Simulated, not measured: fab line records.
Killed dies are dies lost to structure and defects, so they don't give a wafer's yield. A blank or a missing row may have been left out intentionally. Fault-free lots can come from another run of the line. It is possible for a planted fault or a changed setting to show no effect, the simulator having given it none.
Struck lot and sound lot, side by side	flow gf180mcu	22 out of 602 route steps
Sound: the wafers L449.1, L449.2, L449.4. Struck: wafers L450.1, L450.4, L450.5. The cause comes at the end.
Each step with rows lists, per side, the tool, then ch with its chambers, then its first start. Under that, the readings that differ: sound wafers	struck wafers	difference of the means	sigmas: that difference in standard deviations of wafers without a fault.
alike: a reading whose means differ by less than 2 such deviations, as well as words and numbers matching on both sides. not compared: withheld readings; readings where some wafer has no value; bounds like >300 that might hide an equal value; numbers whose values overlap and for which the record gives no deviation.
Wherever a step has rows on one side only, a row that says differs or no value, or a row with sigmas, the two part there. When numbers do not overlap yet have no deviation, they are printed without sigmas and do not part them. Lack of a reading on every wafer of one side parts them only where that side has two or more wafers.

GF_HV_LDD_CD_MEAS_31: target cd 400 nm.
  struck on cdSem-02, day 12 20:31; sound on cdSem-02, day 12 13:17
  alike: cdNm
GF_HV_LDD_OVL_MEAS_32:
  struck on overlay-02, day 12 20:38; sound on overlay-01, day 12 13:24
  alike: HV_LDD_02_OVL
then, 4 steps without rows for these wafers: GF_HV_LDD_IMPLANT_33; GF_HV_LDD_IMPLANT_34; GF_HV_LDD_IMPLANT_35; GF_HV_LDD_IMPLANT_36.
GF_HV_LDD_STRIP_37: strips in O2/N2.
  sound on plasmaAsher-04 ch 0,1, day 12 14:04; struck on plasmaAsher-03 ch 0, day 12 21:16
reading	sound	struck	difference	sigmas
heaterPowerW (W)	284 270 279	354 351 348	+73	+2
  alike: drypumpMotorCurrentA, n2FlowSccm, oesProductAu, stripTimeToEndpointS
  not compared: rfHoursCounterH
GF_HV_LDD_TW_MEAS_38:
  struck on filmMetro-01, day 12 21:22; sound on filmMetro-04, day 12 14:10
reading	sound	struck	difference	sigmas
HV_LDD_3_TW	1434 1442 1431	1411 1416 1410	-23	-3
then, 4 steps without rows for these wafers: GF_HV_LDD_DEHYDRATE_39 (time 60 s); GF_HV_LDD_HMDS_40 (prime time 60 s); GF_HV_LDD_COAT_41 (resist thk 1000 nm); GF_HV_LDD_SOFTBAKE_42 (time 60 s).
GF_HV_LDD_EXPOSE_43: exposes mask Pplus HV AREA, target cd 400 nm.
  sound on ilineStepper-01 ch 0, day 13 00:07; struck on ilineStepper-02 ch 0, day 13 07:16
reading	sound	struck	difference	sigmas
mask	Pplus_HV_AREA#0 Pplus_HV_AREA#0 Pplus_HV_AREA#0	Nplus_HV_AREA#0 Nplus_HV_AREA#0 Nplus_HV_AREA#0	differs	
then, 2 steps without rows for these wafers: GF_HV_LDD_PEB_44; GF_HV_LDD_DEVELOP_45 (develop time 60 s).
GF_HV_LDD_CD_MEAS_46: target cd 400 nm.
  struck on cdSem-02, day 13 17:05; sound on cdSem-01, day 13 09:58
reading	sound	struck	difference	sigmas
cdNm (nm)	400.1 399.3 401.5	- - -	no value on the struck wafers	
GF_HV_LDD_OVL_MEAS_47:
  struck on overlay-01, day 13 17:13; sound on overlay-01, day 13 10:05
reading	sound	struck	difference	sigmas
HV_LDD_03_OVL (nm)	-1.7 0.0 -0.9	- - -	no value on the struck wafers	
following that, these wafers have no rows for 1 step: GF_HV_LDD_IMPLANT_48.
GF_HV_LDD_STRIP_49: strips in O2/N2.
  sound on plasmaAsher-03 ch 0,1, day 13 10:16; struck on plasmaAsher-02 ch 0,1, day 13 17:23
reading	sound	struck	difference	sigmas
stripTimeToEndpointS (s)	12.55 12.57 12.59	12.65 12.69 12.66	+0.10	+3
  alike: drypumpMotorCurrentA, heaterPowerW, n2FlowSccm, oesProductAu
  not compared: rfHoursCounterH
GF_HV_LDD_TW_MEAS_50:
  struck on filmMetro-04, day 13 17:29; sound on filmMetro-01, day 13 10:22
reading	sound	struck	difference	sigmas
HV_LDD_4_TW	563 564 565	30 30 30	-534	-99 or more
then, 1 step without rows for these wafers: GF_HV_LDD_CLEAN_51 (cleans in SC1/SC2, time 150 s).
-- a jump in the record: the struck wafers' starts before and after are 17 days apart (it breaks off in module HV_LDD and resumes in module PASSIVATION, where the first step shown is number 602 of the route) --
GF_PASSIVATION_PROBE_99:
  record: rows for the struck wafers here (prober-02, day 30 06:05), none for the sound ones

## WHERE THEY PART
Earliest at GF_HV_LDD_STRIP_37; latest, in this record, at GF_PASSIVATION_PROBE_99.

WHY: the cause the simulator had injected
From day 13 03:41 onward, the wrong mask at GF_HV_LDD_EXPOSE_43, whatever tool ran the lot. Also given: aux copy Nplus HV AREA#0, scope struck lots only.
